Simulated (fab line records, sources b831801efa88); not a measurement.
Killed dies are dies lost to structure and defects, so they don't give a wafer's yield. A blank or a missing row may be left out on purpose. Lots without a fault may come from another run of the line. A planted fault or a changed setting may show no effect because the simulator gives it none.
fab line records | flow gf180mcu
record lots=5 wafers=15 last_day=33
route steps=602 shown STI@20 DNWELL@32 NWELL@42 LVPWELL@54 MVSD@66
lots that met no fault: from a run of the same line without faults
start_h: hours from the record's first day to the start of the lot's first wafer shown | wait_h: hours since the lot's step before | " the same as in the row above | L1.1+2: a row that stands for several wafers | - no value, or no start given | * or withheld: withheld | < > ~ a bound
route shown NAME@n: a module of which the file shows steps, and the number in the route of the first | usual: mean/standard deviation of fault-free wafers | same: alike in all rows | chamber/n: place in a boat | sites: the reading at each site | _std_site: their standard deviation | _edge_site: outer sites' mean less inner sites' | radius_mm: how far each site lies from the wafer's centre | mask NAME#n: copy n | behind: the tool/chamber that last shaped the wafer | hold: why the lot was held/for how many hours/how that ended | device: the transistor (n, p or np) that didn't switch | end of line: the same wafers' tests at the end of the route | a step without rows: its recipe alone | killed: dies lost to structure and defects at the first sort, not the wafer's yield | map: a wafer's dies, x killed, . not, _ none there
set.NAME: the setting as run; set.NAME@STEP: as run at that earlier step | model.NAME: the simulator's own value behind a step, which no gauge read
lots at some steps of the route; a table a step, a row a wafer
services: from which hour (start_h, from the record's first day; less than 0 if before it) a tool's chamber was out of use, for how many hours, and why
## steps
# step GF_STI_CLEAN_19
# recipe chemistry=dHF time_s=20 dilution=100:1
# columns lot.wafer tool chamber start_h wait_h
L077.1+3+4 wet_bench-01 3 41.21 0.0
L078.1+2+5 wet_bench-04 1 46.31 0.0
L082.2+3+5 wet_bench-02 2 67.07 0.0
L083.1+5+6 wet_bench-02 3 72.42 0.0
L089.1+3+5 wet_bench-01 1 107.71 0.0
# step GF_STI_WET_ETCH_20
# recipe chemistry=dHF dilution=100:1 target_depth_nm=20 temp_c=25 dry=ipa_marangoni target=SiO2 time_s=400
# columns lot.wafer tool chamber start_h wait_h
L077.1+3+4 wet_bench-04 0 41.23 0.0
L078.1+2+5 wet_bench-01 3 46.32 0.0
L082.2+3+5 wet_bench-01 3 67.09 0.0
L083.1+5+6 wet_bench-01 3 72.43 0.0
L089.1+3+5 wet_bench-04 1 107.72 0.0
# step GF_STI_OXIDATION_21
# recipe temp_c=1000 ambient=O2 stabilise_s=600 purge_s=300 target_thk_a=150 ox_time_s=458
# usual ox_temp_c_max=1003.3/0.76
# columns lot.wafer tool chamber start_h wait_h ox_temp_c_max
L077.1 furnace-01 0 41.58 0.2 1004.1
L077.3 " 0 " " 1002.8
L077.4 " 0 " " 1003.7
L078.1 furnace-01 0 46.44 0.0 1002.9
L078.2 " 0 " " 1002.9
L078.5 " 0 " " 1002.1
L082.2 furnace-01 0 68.58 1.4 1003.3
L082.3 " 0 " " 1003.3
L082.5 " 0 " " 1003.6
L083.1 furnace-01 0 79.55 7.0 1002.1
L083.5 " 0 " " 1003.1
L083.6 " 0 " " 1002.4
L089.1 furnace-01 0 110.95 3.1 1003.0
L089.3 " 0 " " 1004.0
L089.5 " 0 " " 1002.5
# step GF_STI_THK_MEAS_22
# recipe reads=SiO2_of_STI_OXIDATION_21
# usual STI_OXIDATION_01_THK=15.1/0.31
# columns lot.wafer tool chamber start_h wait_h STI_OXIDATION_01_THK[nm]
L077.1 film_metro-02 - 42.71 0.0 15.1
L077.3 " - " " 15.2
L077.4 " - " " 15.1
L078.1 film_metro-03 - 47.57 0.0 15.5
L078.2 " - " " 15.4
L078.5 " - " " 15.5
L082.2 film_metro-02 - 69.72 0.0 15.1
L082.3 " - " " 15.0
L082.5 " - " " 15.1
L083.1 film_metro-03 - 80.68 0.0 15.3
L083.5 " - " " 15.4
L083.6 " - " " 15.6
L089.1 film_metro-02 - 112.08 0.0 15.1
L089.3 " - " " 15.3
L089.5 " - " " 15.4
# step GF_STI_CVD_23
# recipe material=SiO2 target_thk_nm=650 sigma_open_frac=0.3 time_s=108.3 temp_c=600 sih4_flow_sccm=60 pressure_mtorr=6
# columns lot.wafer tool chamber start_h wait_h
L077.1+3+4 hdpcvd-02 0,2,1 42.77 0.1
L078.1+2+5 hdpcvd-02 1,2,0 47.63 0.1
L082.2+3+5 hdpcvd-02 1,0,0 69.77 0.0
L083.1+5+6 hdpcvd-02 2,0,1 80.74 0.1
L089.1+3+5 hdpcvd-01 2,1,0 112.14 0.1
# step GF_STI_THK_MEAS_24
# recipe reads=SiO2_of_STI_CVD_23
# usual STI_CVD_23_THK=650/7.5
# columns lot.wafer tool chamber start_h wait_h STI_CVD_23_THK[nm]
L077.1 film_metro-03 - 42.85 0.0 641
L077.3 " - " " 646
L077.4 " - " " 650
L078.1 film_metro-03 - 47.70 0.0 653
L078.2 " - " " 651
L078.5 " - " " 653
L082.2 film_metro-04 - 69.85 0.0 654
L082.3 " - " " 661
L082.5 " - " " 668
L083.1 film_metro-04 - 80.81 0.0 657
L083.5 " - " " 662
L083.6 " - " " 660
L089.1 film_metro-03 - 112.22 0.0 648
L089.3 " - " " 655
L089.5 " - " " 648
# step GF_STI_CMP_25
# recipe stop_on=Si3N4 t_overpolish_s=33 down_force_psi=4 platen_rpm=60 target_thk_nm=524.6 pad_velocity_m_s=0.94248
# usual motor_current_A=11.5/0.92 overpolish_run_s=33.000/0.01 time_to_endpoint_s=122/4.6
# columns lot.wafer tool chamber start_h wait_h motor_current_A overpolish_run_s time_to_endpoint_s
L077.4 cmp-02 3 42.91 0.0 11.5 33.005 121
L077.1 " 0 " " 12.3 33.011 118
L077.3 " 1 " " 12.6 33.015 120
L078.2 cmp-02 2 47.93 0.2 10.5 33.001 128
L078.1 " 0 " " 11.4 32.987 124
L078.5 " 3 " " 11.0 33.006 124
L082.3 cmp-01 2 70.21 0.3 12.9 32.991 124
L082.2 " 3 " " 10.4 32.992 121
L082.5 " 1 " " 12.5 33.020 119
L083.1 cmp-02 1 81.02 0.2 12.7 32.981 127
L083.5 " 2 " " 9.7 33.006 124
L083.6 " 3 " " 10.8 33.020 123
L089.3 cmp-01 0 112.47 0.2 11.2 32.999 115
L089.1 " 1 " " 12.3 32.988 123
L089.5 " 3 " " 10.5 32.989 119
# step GF_STI_WET_ETCH_26
# recipe chemistry=dHF target_depth_nm=94 target=SiO2 temp_c=25 dilution=10:1 time_s=188
# columns lot.wafer tool chamber start_h wait_h
L077.1+3+4 wet_bench-04 3 43.21 0.2
L078.1+2+5 wet_bench-02 3 48.23 0.1
L082.2+3+5 wet_bench-01 1 70.41 0.1
L083.1+5+6 wet_bench-02 2 81.17 0.1
L089.1+3+5 wet_bench-04 3 112.72 0.1
# step GF_STI_WET_ETCH_27
# recipe chemistry=H3PO4 target_depth_nm=160 target=Si3N4 temp_c=160 time_s=1825
# columns lot.wafer tool chamber start_h wait_h
L077.1+3+4 wet_bench-01 2 43.27 0.0
L078.1+2+5 wet_bench-01 1 48.29 0.0
L082.2+3+5 wet_bench-01 3 70.48 0.0
L083.1+5+6 wet_bench-04 1 81.23 0.0
L089.1+3+5 wet_bench-01 1 112.78 0.0
# step GF_STI_WET_ETCH_28
# recipe chemistry=dHF target_depth_nm=20 dry=ipa_marangoni target=SiO2 temp_c=25 dilution=10:1 time_s=40
# columns lot.wafer tool chamber start_h wait_h
L077.1+3+4 wet_bench-04 2 43.79 0.0
L078.1+2+5 wet_bench-04 1 48.81 0.0
L082.2+3+5 wet_bench-04 1 71.04 0.0
L083.1+5+6 wet_bench-04 3 81.75 0.0
L089.1+3+5 wet_bench-04 1 113.81 0.0
# step GF_STI_OXIDATION_29
# recipe temp_c=900 ambient=O2 stabilise_s=600 purge_s=300 target_thk_a=100 ox_time_s=1418
# usual ox_temp_c_max=903.1/0.64
# columns lot.wafer tool chamber start_h wait_h ox_temp_c_max
L077.1 furnace-01 0 43.96 0.2 903.5
L077.3 " 0 " " 903.0
L077.4 " 0 " " 903.2
L078.1 furnace-01 0 48.83 0.0 902.9
L078.2 " 0 " " 903.7
L078.5 " 0 " " 903.1
L082.2 furnace-01 0 76.60 5.5 904.1
L082.3 " 0 " " 904.1
L082.5 " 0 " " 902.7
L083.1 furnace-01 0 86.57 4.8 903.7
L083.5 " 0 " " 902.3
L083.6 " 0 " " 902.2
L089.1 furnace-02 0 118.69 4.9 903.7
L089.3 " 0 " " 903.3
L089.5 " 0 " " 903.9
# step GF_STI_THK_MEAS_30
# recipe reads=SiO2_of_STI_OXIDATION_29
# usual STI_OXIDATION_02_THK=10.09/0.15
# columns lot.wafer tool chamber start_h wait_h STI_OXIDATION_02_THK[nm]
L077.1 film_metro-02 - 45.35 0.0 10.29
L077.3 " - " " 10.28
L077.4 " - " " 10.07
L078.1 film_metro-04 - 50.22 0.0 9.97
L078.2 " - " " 9.93
L078.5 " - " " 10.11
L082.2 film_metro-03 - 78.00 0.0 10.05
L082.3 " - " " 10.07
L082.5 " - " " 10.03
L083.1 film_metro-02 - 87.96 0.0 10.06
L083.5 " - " " 9.98
L083.6 " - " " 10.18
L089.1 film_metro-02 - 120.09 0.0 9.74
L089.3 " - " " 9.74
L089.5 " - " " 9.80
# step GF_DNWELL_DEHYDRATE_00
# recipe temp_c=200 time_s=60
# columns lot.wafer tool chamber start_h wait_h
L077.1+3+4 litho_track-02 0 51.27 5.9
L078.1+2+5 litho_track-01 0 55.92 5.7
L082.2+3+5 litho_track-01 0 83.89 5.9
L083.1+5+6 litho_track-02 0 94.17 6.2
L089.1+3+5 litho_track-02 0 125.87 5.8
# step GF_DNWELL_HMDS_01
# recipe prime_time_s=60 prime_temp_c=120
# columns lot.wafer tool chamber start_h wait_h
L077.1+3+4 litho_track-02 0 51.42 0.1
L078.1+2+5 litho_track-01 0 56.07 0.1
L082.2+3+5 litho_track-01 0 84.04 0.1
L083.1+5+6 litho_track-02 0 94.32 0.1
L089.1+3+5 litho_track-02 0 126.02 0.1
# step GF_DNWELL_COAT_02
# recipe spin_rpm=2000 resist_thk_nm=3000
# usual dispense_pressure_kPa=52.7/0.87
# columns lot.wafer tool chamber start_h wait_h dispense_pressure_kPa
L077.1 litho_track-02 0 51.57 0.1 52.7
L077.3 " 0 " " 52.7
L077.4 " 0 " " 52.7
L078.1 litho_track-01 0 56.22 0.1 53.5
L078.2 " 0 " " 53.6
L078.5 " 0 " " 53.5
L082.2 litho_track-01 0 84.19 0.1 53.5
L082.3 " 0 " " 53.6
L082.5 " 0 " " 53.6
L083.1 litho_track-02 0 94.47 0.1 52.7
L083.5 " 0 " " 52.7
L083.6 " 0 " " 52.7
L089.1 litho_track-02 0 126.17 0.1 52.7
L089.3 " 0 " " 52.7
L089.5 " 0 " " 52.7
# step GF_DNWELL_SOFTBAKE_03
# recipe temp_c=110 time_s=withheld
# columns lot.wafer tool chamber start_h wait_h
L077.1+3+4 litho_track-02 0 51.72 0.1
L078.1+2+5 litho_track-01 0 56.37 0.1
L082.2+3+5 litho_track-01 0 84.35 0.1
L083.1+5+6 litho_track-02 0 94.62 0.1
L089.1+3+5 litho_track-02 0 126.32 0.1
# step GF_DNWELL_EXPOSE_04
# recipe mask_id=DNWELL target_cd_nm=1700 na=0.6 source_shape=conventional sigma_outer=0.6 dose_mj=260
# columns lot.wafer tool chamber start_h wait_h mask
L077.1+3+4 iline_stepper-02 0 - - DNWELL#0
L078.1+2+5 iline_stepper-01 0 - - DNWELL#0
L082.2+3+5 iline_stepper-02 0 - - DNWELL#0
L083.1+5+6 iline_stepper-01 0 - - DNWELL#0
L089.1+3+5 iline_stepper-01 0 - - DNWELL#0
# step GF_DNWELL_PEB_05
# recipe temp_c=115 time_s=withheld
# columns lot.wafer tool chamber start_h wait_h
L077.1+3+4 litho_track-02 0 - -
L078.1+2+5 litho_track-01 0 - -
L082.2+3+5 litho_track-01 0 - -
L083.1+5+6 litho_track-01 0 - -
L089.1+3+5 litho_track-01 0 - -
# step GF_DNWELL_DEVELOP_06
# recipe wall_angle_deg=90 develop_time_s=60 dev_temp_c=23
# columns lot.wafer tool chamber start_h wait_h
L077.1+3+4 litho_track-02 0 - -
L078.1+2+5 litho_track-01 0 - -
L082.2+3+5 litho_track-01 0 - -
L083.1+5+6 litho_track-01 0 - -
L089.1+3+5 litho_track-01 0 - -
# step GF_DNWELL_IMPLANT_07
# recipe species=P energy_kev=1500 dose_cm2=1e+13 tilt_deg=0
# columns lot.wafer tool chamber start_h wait_h
L077.1+3+4 implanter-03 0 58.27 -
L078.1+2+5 implanter-04 0 62.77 -
L082.2+3+5 implanter-01 0 90.44 -
L083.1+5+6 implanter-04 0 101.37 -
L089.1+3+5 implanter-04 0 133.46 -
# step GF_DNWELL_STRIP_08
# recipe chemistry=O2/N2 power_w=1400 pressure_mtorr=1500 platen_temp_c=250 o2_flow_sccm=3000 n2_flow_sccm=300 overash_fraction=0.5
# usual drypump_motor_current_A=5.4/0.35 heater_power_w=343/28 oes_product_au=0.722/0.0043 platen_temp_c=249.97/0.19 strip_time_to_endpoint_s=37.02/0.12
# columns lot.wafer tool chamber start_h wait_h drypump_motor_current_A heater_power_w oes_product_au platen_temp_c rf_hours_counter_h strip_time_to_endpoint_s
L077.1 plasma_asher-02 1 58.42 0.1 5.6 352 0.731 250.02 26 36.95
L077.3 " 1 " " 5.6 349 0.728 249.83 - 37.03
L077.4 " 0 " " 4.8 312 0.723 250.38 - 36.88
L078.1 plasma_asher-01 1 62.92 0.1 5.3 328 0.720 249.95 43 36.92
L078.2 " 0 " " 5.6 376 0.728 249.87 43 36.98
L078.5 " 1 " " 5.3 322 0.723 250.02 - 36.84
L082.2 plasma_asher-01 1 90.57 0.1 5.2 324 0.723 250.06 46 37.12
L082.3 " 1 " " 5.2 326 0.721 249.90 - 37.00
L082.5 " 1 " " 5.3 331 0.731 250.09 - 37.14
L083.1 plasma_asher-04 0 101.52 0.1 5.7 307 0.721 250.03 46 36.83
L083.5 " 1 " " 5.2 376 0.729 249.90 - 36.76
L083.6 " 0 " " 5.7 304 0.730 249.78 - 36.85
L089.1 plasma_asher-01 1 133.61 0.1 5.2 335 0.723 249.87 51 37.19
L089.3 " 1 " " 5.3 333 0.723 250.11 - 37.21
L089.5 " 1 " " 5.3 324 0.726 249.94 - 37.14
# step GF_DNWELL_TW_MEAS_09
# usual DNWELL_TW=1356/7.1
# columns lot.wafer tool chamber start_h wait_h DNWELL_TW
L077.1 film_metro-02 - 58.52 0.1 1357
L077.3 " - " " 1348
L077.4 " - " " 1353
L078.1 film_metro-02 - 63.02 0.1 1359
L078.2 " - " " 1350
L078.5 " - " " 1357
L082.2 film_metro-02 - 90.68 0.1 1359
L082.3 " - " " 1352
L082.5 " - " " 1359
L083.1 film_metro-04 - 101.62 0.1 1355
L083.5 " - " " 1357
L083.6 " - " " 1354
L089.1 film_metro-01 - 133.71 0.1 1338
L089.3 " - " " 1348
L089.5 " - " " 1347
# step GF_NWELL_DEHYDRATE_00
# recipe temp_c=200 time_s=60
# columns lot.wafer tool chamber start_h wait_h
L077.1+3+4 litho_track-04 0 64.37 5.8
L078.1+2+5 litho_track-02 0 68.62 5.6
L082.2+3+5 litho_track-04 0 96.30 5.6
L083.1+5+6 litho_track-03 0 107.82 6.2
L089.1+3+5 litho_track-03 0 140.67 6.9
# step GF_NWELL_HMDS_01
# recipe prime_time_s=60 prime_temp_c=120
# columns lot.wafer tool chamber start_h wait_h
L077.1+3+4 litho_track-04 0 64.52 0.1
L078.1+2+5 litho_track-02 0 68.77 0.1
L082.2+3+5 litho_track-04 0 96.45 0.1
L083.1+5+6 litho_track-03 0 107.97 0.1
L089.1+3+5 litho_track-03 0 140.82 0.1
# step GF_NWELL_COAT_02
# recipe spin_rpm=2000 resist_thk_nm=3000
# usual dispense_pressure_kPa=53.5/1.8
# columns lot.wafer tool chamber start_h wait_h dispense_pressure_kPa
L077.1 litho_track-04 0 64.67 0.1 55.6
L077.3 " 0 " " 55.7
L077.4 " 0 " " 55.7
L078.1 litho_track-02 0 68.92 0.1 52.7
L078.2 " 0 " " 52.7
L078.5 " 0 " " 52.7
L082.2 litho_track-04 0 96.60 0.1 55.7
L082.3 " 0 " " 55.6
L082.5 " 0 " " 55.7
L083.1 litho_track-03 0 108.12 0.1 51.1
L083.5 " 0 " " 51.2
L083.6 " 0 " " 51.1
L089.1 litho_track-03 0 140.97 0.1 51.2
L089.3 " 0 " " 51.1
L089.5 " 0 " " 51.1
# step GF_NWELL_SOFTBAKE_03
# recipe temp_c=110 time_s=withheld
# columns lot.wafer tool chamber start_h wait_h
L077.1+3+4 litho_track-04 0 64.82 0.1
L078.1+2+5 litho_track-02 0 69.07 0.1
L082.2+3+5 litho_track-04 0 96.76 0.1
L083.1+5+6 litho_track-03 0 108.27 0.1
L089.1+3+5 litho_track-03 0 141.12 0.1
# step GF_NWELL_EXPOSE_04
# recipe mask_id=Nwell target_cd_nm=860 na=0.6 source_shape=conventional sigma_outer=0.6 dose_mj=260
# columns lot.wafer tool chamber start_h wait_h mask
L077.1+3+4 iline_stepper-01 0 - - Nwell#0
L078.1+2+5 iline_stepper-01 0 - - Nwell#0
L082.2+3+5 iline_stepper-02 0 - - Nwell#0
L083.1+5+6 iline_stepper-02 0 - - Nwell#0
L089.1+3+5 iline_stepper-02 0 - - Nwell#0
# step GF_NWELL_PEB_05
# recipe temp_c=115 time_s=withheld
# columns lot.wafer tool chamber start_h wait_h
L077.1+3+4 litho_track-04 0 - -
L078.1+2+5 litho_track-02 0 - -
L082.2+3+5 litho_track-02 0 - -
L083.1+5+6 litho_track-04 0 - -
L089.1+3+5 litho_track-02 0 - -
# step GF_NWELL_DEVELOP_06
# recipe wall_angle_deg=90 develop_time_s=60 dev_temp_c=23
# columns lot.wafer tool chamber start_h wait_h
L077.1+3+4 litho_track-04 0 - -
L078.1+2+5 litho_track-02 0 - -
L082.2+3+5 litho_track-02 0 - -
L083.1+5+6 litho_track-04 0 - -
L089.1+3+5 litho_track-02 0 - -
# step GF_NWELL_OVL_MEAS_07
# usual NWELL_OVL=-1.1/1.5
# columns lot.wafer tool chamber start_h wait_h NWELL_OVL[nm]
L077.1 overlay-02 - 71.47 - -0.5
L077.3 " - " " -0.6
L077.4 " - " " 1.2
L078.1 overlay-02 - 75.77 - 1.0
L078.2 " - " " 1.1
L078.5 " - " " 0.9
L082.2 overlay-01 - 103.23 - -0.5
L082.3 " - " " -1.9
L082.5 " - " " -0.9
L083.1 overlay-02 - 115.17 - -0.8
L083.5 " - " " -0.6
L083.6 " - " " -2.4
L089.1 overlay-02 - 148.82 - 0.5
L089.3 " - " " -1.4
L089.5 " - " " 0.6
# step GF_NWELL_IMPLANT_08
# recipe species=P energy_kev=450 dose_cm2=1.5e+13 tilt_deg=0
# columns lot.wafer tool chamber start_h wait_h
L077.1+3+4 implanter-01 0 71.51 0.0
L078.1+2+5 implanter-01 0 75.80 0.0
L082.2+3+5 implanter-04 0 103.28 0.0
L083.1+5+6 implanter-02 0 115.21 0.0
L089.1+3+5 implanter-01 0 148.85 0.0
# step GF_NWELL_IMPLANT_09
# recipe species=P energy_kev=160 dose_cm2=4e+12 tilt_deg=0
# columns lot.wafer tool chamber start_h wait_h
L077.1+3+4 implanter-01 0 71.66 0.1
L078.1+2+5 implanter-01 0 75.95 0.1
L082.2+3+5 implanter-04 0 103.43 0.1
L083.1+5+6 implanter-02 0 115.36 0.1
L089.1+3+5 implanter-01 0 149.00 0.1
# step GF_NWELL_STRIP_10
# recipe chemistry=O2/N2 power_w=1400 pressure_mtorr=1500 platen_temp_c=250 o2_flow_sccm=3000 n2_flow_sccm=300 overash_fraction=0.5
# usual drypump_motor_current_A=5.5/0.44 heater_power_w=334/27 oes_product_au=0.722/0.0046 platen_temp_c=250.03/0.17 strip_time_to_endpoint_s=36.99/0.11
# columns lot.wafer tool chamber start_h wait_h drypump_motor_current_A heater_power_w oes_product_au platen_temp_c rf_hours_counter_h strip_time_to_endpoint_s
L077.1 plasma_asher-03 1 71.81 0.1 6.0 360 0.723 249.81 36 37.07
L077.3 " 0 " " 5.9 309 0.719 249.86 - 37.15
L077.4 " 1 " " 6.0 373 0.719 249.79 - 37.04
L078.1 plasma_asher-02 0 76.10 0.1 4.8 311 0.730 250.05 28 37.19
L078.2 " 1 " " 5.6 351 0.720 250.02 28 37.14
L078.5 " 0 " " 4.8 310 0.719 249.88 - 37.09
L082.2 plasma_asher-02 1 103.56 0.1 5.6 347 0.718 250.00 31 36.89
L082.3 " 1 " " 5.6 358 0.713 250.06 - 36.87
L082.5 " 1 " " 5.6 350 0.720 249.95 - 36.83
L083.1 plasma_asher-03 1 115.51 0.1 6.0 369 0.723 250.14 41 37.06
L083.5 " 0 " " 5.9 301 0.729 249.73 - 37.03
L083.6 " 1 " " 6.0 366 0.726 249.92 - 37.06
L089.1 plasma_asher-03 1 149.15 0.1 6.0 362 0.725 249.90 44 37.00
L089.3 " 1 " " 6.0 365 0.718 249.84 - 36.99
L089.5 " 1 " " 6.0 358 0.724 249.96 - 37.05
# step GF_NWELL_TW_MEAS_11
# usual NWELL_TW=1573/7.7
# columns lot.wafer tool chamber start_h wait_h NWELL_TW
L077.1 film_metro-03 - 71.91 0.1 1565
L077.3 " - " " 1572
L077.4 " - " " 1559
L078.1 film_metro-04 - 76.20 0.1 1561
L078.2 " - " " 1567
L078.5 " - " " 1569
L082.2 film_metro-04 - 103.67 0.1 1579
L082.3 " - " " 1582
L082.5 " - " " 1595
L083.1 film_metro-04 - 115.61 0.1 1580
L083.5 " - " " 1577
L083.6 " - " " 1583
L089.1 film_metro-03 - 149.25 0.1 1574
L089.3 " - " " 1576
L089.5 " - " " 1570
# step GF_LVPWELL_DEHYDRATE_00
# recipe temp_c=200 time_s=60
# columns lot.wafer tool chamber start_h wait_h
L077.1+3+4 litho_track-04 0 77.47 5.6
L078.1+2+5 litho_track-03 0 82.02 5.8
L082.2+3+5 litho_track-03 0 109.89 6.2
L083.1+5+6 litho_track-01 0 121.86 6.2
L089.1+3+5 litho_track-03 0 156.32 7.1
# step GF_LVPWELL_HMDS_01
# recipe prime_time_s=60 prime_temp_c=120
# columns lot.wafer tool chamber start_h wait_h
L077.1+3+4 litho_track-04 0 77.62 0.1
L078.1+2+5 litho_track-03 0 82.17 0.1
L082.2+3+5 litho_track-03 0 110.04 0.1
L083.1+5+6 litho_track-01 0 122.01 0.1
L089.1+3+5 litho_track-03 0 156.47 0.1
# step GF_LVPWELL_COAT_02
# recipe spin_rpm=2000 resist_thk_nm=3000
# usual dispense_pressure_kPa=53.0/1.8
# columns lot.wafer tool chamber start_h wait_h dispense_pressure_kPa
L077.1 litho_track-04 0 77.77 0.1 55.7
L077.3 " 0 " " 55.7
L077.4 " 0 " " 55.7
L078.1 litho_track-03 0 82.32 0.1 51.2
L078.2 " 0 " " 51.2
L078.5 " 0 " " 51.2
L082.2 litho_track-03 0 110.19 0.1 51.1
L082.3 " 0 " " 51.2
L082.5 " 0 " " 51.2
L083.1 litho_track-01 0 122.16 0.1 53.6
L083.5 " 0 " " 53.6
L083.6 " 0 " " 53.5
L089.1 litho_track-03 0 156.62 0.1 51.2
L089.3 " 0 " " 51.2
L089.5 " 0 " " 51.1
# step GF_LVPWELL_SOFTBAKE_03
# recipe temp_c=110 time_s=withheld
# columns lot.wafer tool chamber start_h wait_h
L077.1+3+4 litho_track-04 0 77.92 0.1
L078.1+2+5 litho_track-03 0 82.47 0.1
L082.2+3+5 litho_track-03 0 110.35 0.1
L083.1+5+6 litho_track-01 0 122.31 0.1
L089.1+3+5 litho_track-03 0 156.77 0.1
# step GF_LVPWELL_EXPOSE_04
# recipe mask_id=LVPWELL target_cd_nm=600 na=0.6 source_shape=conventional sigma_outer=0.6 dose_mj=260
# columns lot.wafer tool chamber start_h wait_h mask
L077.1+3+4 iline_stepper-01 0 - - LVPWELL#0
L078.1+2+5 iline_stepper-01 0 - - LVPWELL#0
L082.2+3+5 iline_stepper-02 0 - - LVPWELL#0
L083.1+5+6 iline_stepper-01 0 - - LVPWELL#0
L089.1+3+5 iline_stepper-01 0 - - LVPWELL#0
# step GF_LVPWELL_PEB_05
# recipe temp_c=115 time_s=withheld
# columns lot.wafer tool chamber start_h wait_h
L077.1+3+4 litho_track-04 0 - -
L078.1+2+5 litho_track-03 0 - -
L082.2+3+5 litho_track-04 0 - -
L083.1+5+6 litho_track-03 0 - -
L089.1+3+5 litho_track-03 0 - -
# step GF_LVPWELL_DEVELOP_06
# recipe wall_angle_deg=90 develop_time_s=60 dev_temp_c=23
# columns lot.wafer tool chamber start_h wait_h
L077.1+3+4 litho_track-04 0 - -
L078.1+2+5 litho_track-03 0 - -
L082.2+3+5 litho_track-04 0 - -
L083.1+5+6 litho_track-03 0 - -
L089.1+3+5 litho_track-03 0 - -
# step GF_LVPWELL_OVL_MEAS_07
# usual LVPWELL_OVL=0.8/1.6
# columns lot.wafer tool chamber start_h wait_h LVPWELL_OVL[nm]
L077.1 overlay-01 - 84.82 - 0.6
L077.3 " - " " 1.5
L077.4 " - " " 0.9
L078.1 overlay-02 - 88.87 - 1.3
L078.2 " - " " 1.8
L078.5 " - " " 2.1
L082.2 overlay-02 - 116.78 - 1.1
L082.3 " - " " 2.1
L082.5 " - " " 3.0
L083.1 overlay-02 - 129.57 - 2.5
L083.5 " - " " 2.8
L083.6 " - " " 1.5
L089.1 overlay-01 - 165.02 - 0.5
L089.3 " - " " 0.8
L089.5 " - " " -0.3
# step GF_LVPWELL_IMPLANT_08
# recipe species=B energy_kev=170 dose_cm2=1.5e+13 tilt_deg=0
# columns lot.wafer tool chamber start_h wait_h
L077.1+3+4 implanter-02 0 84.86 0.0
L078.1+2+5 implanter-03 0 88.90 0.0
L082.2+3+5 implanter-03 0 116.83 0.0
L083.1+5+6 implanter-03 0 129.60 0.0
L089.1+3+5 implanter-02 0 165.05 0.0
# step GF_LVPWELL_IMPLANT_09
# recipe species=B energy_kev=60 dose_cm2=5e+12 tilt_deg=0
# columns lot.wafer tool chamber start_h wait_h
L077.1+3+4 implanter-02 0 85.01 0.1
L078.1+2+5 implanter-03 0 89.05 0.1
L082.2+3+5 implanter-03 0 116.98 0.1
L083.1+5+6 implanter-03 0 129.75 0.1
L089.1+3+5 implanter-02 0 165.20 0.1
# step GF_LVPWELL_STRIP_10
# recipe chemistry=O2/N2 power_w=1400 pressure_mtorr=1500 platen_temp_c=250 o2_flow_sccm=3000 n2_flow_sccm=300 overash_fraction=0.5
# usual drypump_motor_current_A=5.6/0.39 heater_power_w=341/28 oes_product_au=0.722/0.0046 platen_temp_c=250.00/0.2 strip_time_to_endpoint_s=36.99/0.09
# columns lot.wafer tool chamber start_h wait_h drypump_motor_current_A heater_power_w oes_product_au platen_temp_c rf_hours_counter_h strip_time_to_endpoint_s
L077.1 plasma_asher-01 0 85.16 0.1 5.7 390 0.729 249.71 46 36.99
L077.3 " 0 " " 5.7 376 0.717 250.07 - 36.94
L077.4 " 1 " " 5.3 328 0.719 250.21 - 36.90
L078.1 plasma_asher-03 0 89.20 0.1 5.9 299 0.725 249.65 38 36.97
L078.2 " 1 " " 6.0 362 0.720 250.21 38 36.95
L078.5 " 1 " " 6.0 355 0.720 250.36 - 37.02
L082.2 plasma_asher-01 1 117.11 0.1 5.3 338 0.719 250.10 49 36.93
L082.3 " 1 " " 5.2 331 0.728 250.09 - 36.89
L082.5 " 1 " " 5.3 327 0.723 250.01 - 36.97
L083.1 plasma_asher-01 0 129.90 0.1 5.7 380 0.727 249.87 50 37.07
L083.5 " 0 " " 5.7 378 0.725 249.74 - 37.14
L083.6 " 1 " " 5.3 328 0.725 250.01 - 37.08
L089.1 plasma_asher-01 1 165.35 0.1 5.3 324 0.718 250.22 54 36.94
L089.3 " 1 " " 5.3 337 0.723 249.75 - 36.99
L089.5 " 1 " " 5.3 324 0.716 250.06 - 37.02
# step GF_LVPWELL_TW_MEAS_11
# usual LVPWELL_TW=559.5/2.8
# columns lot.wafer tool chamber start_h wait_h LVPWELL_TW
L077.1 film_metro-03 - 85.26 0.1 555.0
L077.3 " - " " 556.6
L077.4 " - " " 555.8
L078.1 film_metro-03 - 89.30 0.1 554.8
L078.2 " - " " 555.5
L078.5 " - " " 556.1
L082.2 film_metro-03 - 117.22 0.1 559.5
L082.3 " - " " 557.6
L082.5 " - " " 560.0
L083.1 film_metro-04 - 130.00 0.1 559.0
L083.5 " - " " 561.8
L083.6 " - " " 559.6
L089.1 film_metro-03 - 165.45 0.1 558.0
L089.3 " - " " 560.1
L089.5 " - " " 557.5
# step GF_MVSD_DEHYDRATE_00
# recipe temp_c=200 time_s=60
# columns lot.wafer tool chamber start_h wait_h
L077.1+3+4 litho_track-01 0 91.02 5.7
L078.1+2+5 litho_track-04 0 95.02 5.7
L082.2+3+5 litho_track-04 0 123.15 5.9
L083.1+5+6 litho_track-04 0 136.32 6.3
L089.1+3+5 litho_track-01 0 173.01 7.6
# step GF_MVSD_HMDS_01
# recipe prime_time_s=60 prime_temp_c=120
# columns lot.wafer tool chamber start_h wait_h
L077.1+3+4 litho_track-01 0 91.17 0.1
L078.1+2+5 litho_track-04 0 95.17 0.1
L082.2+3+5 litho_track-04 0 123.30 0.1
L083.1+5+6 litho_track-04 0 136.47 0.1
L089.1+3+5 litho_track-01 0 173.16 0.1
## services
# columns tool chamber start_h hours kind
implanter-04 - 18.29 3.5 repair
furnace-01 - 19.06 3.8 pm
iline_stepper-02 - 32.32 1.4 repair
hdpcvd-02 1 53.60 5.5 repair
implanter-02 - 59.18 7.1 repair
cmp-02 - 64.00 4.0 pm
cmp-02 - 68.00 4.9 pm
iline_stepper-01 - 73.34 4.4 repair
cmp-02 - 79.40 0.7 repair
hdpcvd-02 - 83.75 2.8 pm
cmp-02 - 93.13 0.2 repair
iline_stepper-01 - 96.53 1.7 pm
implanter-03 - 107.21 3.5 pm
implanter-01 - 112.94 4.5 pm
cmp-02 - 117.51 1.1 repair
furnace-01 - 119.22 9.5 pm
plasma_asher-01 - 124.93 2.1 repair
plasma_asher-03 - 126.25 4.0 pm
plasma_asher-01 - 127.86 1.5 repair
cmp-02 - 149.62 2.6 repair
cmp-02 - 160.35 2.4 repair
implanter-03 - 163.42 11.7 repair
implanter-01 - 164.68 2.6 pm
plasma_asher-03 - 165.27 4.0 repair
## key
fault none
